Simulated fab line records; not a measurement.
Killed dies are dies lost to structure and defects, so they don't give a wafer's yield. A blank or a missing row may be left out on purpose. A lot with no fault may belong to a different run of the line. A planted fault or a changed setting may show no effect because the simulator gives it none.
A lot that was struck, set against a sound lot :: flow sfq-line :: 14 out of 325 route steps
Sound: the wafers L837.1, L837.3, L837.5. The struck wafers were L849.1, L849.2, L849.5. The cause is given at the end.
For every step that has rows: the tool of each side, followed by ch and its chambers, followed by its first start. Under that, the readings that differ: sound wafers :: struck wafers :: difference of the means :: sigmas: that difference in standard deviations of wafers without a fault.
alike: readings whose means differ by less than 2 such deviations, and words and numbers that are the same on both sides. not compared: withheld readings, readings that some wafer has no value for, bounds like >300 that may hide the same value, and numbers for which the record gives no deviation and whose values overlap.
Wherever a step has rows on one side only, a row that says differs or no value, or a row with sigmas, the two part there. Non-overlapping numbers with no deviation appear without sigmas and do not part them. A reading missing from all wafers of one side parts the sides only when that side holds two or more wafers.

first, 3 steps without rows for these wafers: SFQ_TRILAYER_I7_VIA_LITHO_EXPOSE_188 (exposes mask I7, target cd 1000 nm); SFQ_TRILAYER_I7_VIA_LITHO_PEB_190 (peb time 60 s); SFQ_TRILAYER_I7_VIA_LITHO_DEVELOP_189 (time 60 s).
SFQ_I7_OVL_MEAS_947:
  sound on overlay-01 at day 77 07:54; struck on overlay-01 at day 84 14:12
  alike: I7_OVL
SFQ_TRILAYER_I7_VIA_BARC_OPEN_VIA_ETCH_260: etches BARC in O2, target depth 125 nm, time 41.7 s.
  sound on rie-diel-04 ch 1,3, day 77 07:56; struck on rie-diel-01 ch 1,2,3, day 84 14:14
reading: drypump-motor-current-A (A)
sound: 6.2 6.2 6.3
struck: 5.1 5.1 5.1
difference: -1.1
sigmas: -2
  alike: oes-product-au
  not compared: rf-hours-counter-h
SFQ_TRILAYER_I7_VIA_ETCH_VIA_ETCH_190: etches SiO2 in CHF3, stops on Nb, target depth 260 nm.
  sound on rie-diel-04 ch 1,3, day 77 07:59; struck on rie-diel-01 ch 1,2,3, day 84 14:16
reading: drypump-motor-current-A (A)
sound: 6.2 6.3 6.2
struck: 5.1 5.1 5.1
difference: -1.1
sigmas: -2
  alike: oes-product-au
SFQ_TRILAYER_I7_VIA_STRIP_STRIP_191: strips in O2.
  sound on rie-metal-02 ch 1, day 77 08:05; struck on rie-metal-02 ch 0,1, day 84 14:23
  alike: drypump-motor-current-A, oes-product-au
  not compared: rf-hours-counter-h
then, 5 steps without rows for these wafers: SFQ_TRILAYER_I7_VIA_STRIP_SOLV_CLEAN_192 (cleans in NMP, time 600 s); SFQ_TRILAYER_M8_LITHO_LOR_COAT_197; SFQ_TRILAYER_M8_LITHO_LOR_BAKE_198; SFQ_TRILAYER_M8_LITHO_COAT_193 (resist thk 600 nm); SFQ_TRILAYER_M8_LITHO_SOFTBAKE_199.
SFQ_TRILAYER_M8_LITHO_EXPOSE_194: exposes mask M8, target cd 2000 nm.
  sound on krf-scanner-02 ch 0, day 81 10:59; struck on krf-scanner-01 ch 0, day 84 16:28
reading: exposure-dose-mJ-cm2
sound: 14.418 14.410 14.405
struck: 16.261 16.270 16.273
difference: +1.857
sigmas: +99 or more
  alike: mask, focus-offset-nm, stage-vel-mm-s
then, 1 step without rows for these wafers: SFQ_TRILAYER_M8_LITHO_PEB_196 (peb time 60 s).

## WHERE THEY PART
At SFQ_TRILAYER_I7_VIA_BARC_OPEN_VIA_ETCH_260 first; at SFQ_TRILAYER_M8_LITHO_EXPOSE_194 last (within this record only).

WHY: what the simulator had put in
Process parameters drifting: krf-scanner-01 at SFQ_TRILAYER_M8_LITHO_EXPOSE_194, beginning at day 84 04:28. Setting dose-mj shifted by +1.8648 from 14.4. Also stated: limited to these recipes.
